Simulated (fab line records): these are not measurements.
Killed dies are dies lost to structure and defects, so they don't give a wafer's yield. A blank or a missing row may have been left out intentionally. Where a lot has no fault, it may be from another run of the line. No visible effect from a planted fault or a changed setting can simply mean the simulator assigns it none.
Which tool is to blame? ; flow sky130 ; 11 lots, 33 wafers sampled, at 4 steps of a route of 708

WHAT THE GAUGES SHOWED, per wafer
SKY_METAL4_CD_MEAS_13 targets a cd of 300 nm.
lot;measured;on;cd_nm (nm)
L649;day 43 09:47;cd_sem-02;301.2 299.9 298.4
L652;day 44 19:02;cd_sem-01;299.4 298.7 297.7
L653;day 45 01:07;cd_sem-02;298.4 300.2 300.1
L654;day 45 05:35;cd_sem-02;303.0 302.8 302.1
L656;day 45 18:14;cd_sem-02;300.0 299.2 299.3
L657;day 45 18:56;cd_sem-01;296.6 297.4 297.0
L658;day 46 07:33;cd_sem-02;318.9 318.6 318.8
L659;day 46 09:00;cd_sem-01;318.7 316.8 318.9
L666;day 48 11:05;cd_sem-02;302.1 301.6 300.9
L670;day 49 07:04;cd_sem-01;301.0 300.0 300.4
L672;day 49 13:03;cd_sem-02;301.8 302.0 302.8

TOOL THAT RAN EACH LOT (tool first, then ch and the chambers of the sampled wafers, then the start)
lot;SKY_CAP2M_CVD_00;SKY_CAP2M_METAL_ETCH_13;SKY_METAL4_EXPOSE_10
L649;pecvd-01 ch 0,1, day 41 07:50;rie_metal-02 ch 0,1, day 42 09:29;krf_scanner-02 ch 0, day 42 22:09
L652;pecvd-01 ch 0,2, day 42 18:49;rie_metal-01 ch 0,1, day 43 18:37;krf_scanner-02 ch 0, day 44 07:20
L653;pecvd-03 ch 0,1,2, day 43 00:50;rie_metal-02 ch 0,1, day 44 00:55;krf_scanner-02 ch 0, day 44 13:57
L654;pecvd-03 ch 0,2, day 43 06:22;rie_metal-03 ch 0,1, day 44 05:53;krf_scanner-02 ch 0, day 44 18:45
L656;pecvd-04 ch 0,2, day 43 18:58;rie_metal-01 ch 0,1, day 44 18:41;krf_scanner-01 ch 0, day 45 06:31
L657;pecvd-01 ch 0,1, day 43 21:22;rie_metal-02 ch 0,1, day 44 20:08;krf_scanner-01 ch 0, day 45 08:06
L658;pecvd-04 ch 0,1,2, day 44 08:52;rie_metal-02 ch 0,1, day 45 08:32;krf_scanner-01 ch 0, day 45 20:48
L659;pecvd-01 ch 0,1,2, day 44 11:40;rie_metal-03 ch 0,1, day 45 09:47;krf_scanner-01 ch 0, day 45 21:57
L666;pecvd-04 ch 0,1, day 46 15:53;rie_metal-01 ch 0,1, day 47 13:44;krf_scanner-02 ch 0, day 48 01:03
L670;pecvd-04 ch 0,1, day 47 12:36;rie_metal-01 ch 0,1, day 48 09:59;krf_scanner-02 ch 0, day 48 21:17
L672;pecvd-04 ch 0,1,2, day 47 19:41;rie_metal-01 ch 0,1, day 48 16:41;krf_scanner-02 ch 0, day 49 03:46
- SKY_CAP2M_CVD_00: deposits SiO2, target thk 15.5 nm.
- SKY_CAP2M_METAL_ETCH_13: etches TiN in Cl2/BCl3, stops on SiO2, target depth 220 nm, time 62.9 s.
- SKY_METAL4_EXPOSE_10: exposes mask MM4, target cd 300 nm.

THE ANSWER, worked out from the rows above alone
Rule: what is usual is taken from the lots themselves. The widest of any qualifying gaps counts: lots, ordered by their means at a reading, are off when they make up no more than a third of the lots, leave a main group of 4 or more, and stand apart from it by 3 or more times the standard deviation of that group's means. If all means in a main group match to the digits the tables above print for the reading, that group is not used. A lot without any number at a reading at which 4 lots or more have one is off too. Where the step has rows for the other lots, those lots are counted as sound.
Off, at SKY_METAL4_CD_MEAS_13 on cd_nm: L658, L659. The main group has a mean of 300.1 nm with a standard deviation of 1.7.
If a tool, at a process step before that reading, ran all the lots that are off and no sound lot after the first of them, it fits. Those tools and the gauges at SKY_METAL4_CD_MEAS_13 are tried in the same way. One fits: SKY_METAL4_EXPOSE_10 on krf_scanner-01. A fault onset in the window from L657 (day 45 08:06, its last sound lot) to L658 (day 45 20:48, its first lot off) fits.

WHAT THE SIMULATOR HAD INSERTED
Process parameter drift: krf_scanner-01, from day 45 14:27 on, at SKY_METAL4_EXPOSE_10. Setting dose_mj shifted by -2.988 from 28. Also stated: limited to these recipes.
Lots struck among those shown: L658, L659. The rule above reached the same finding.
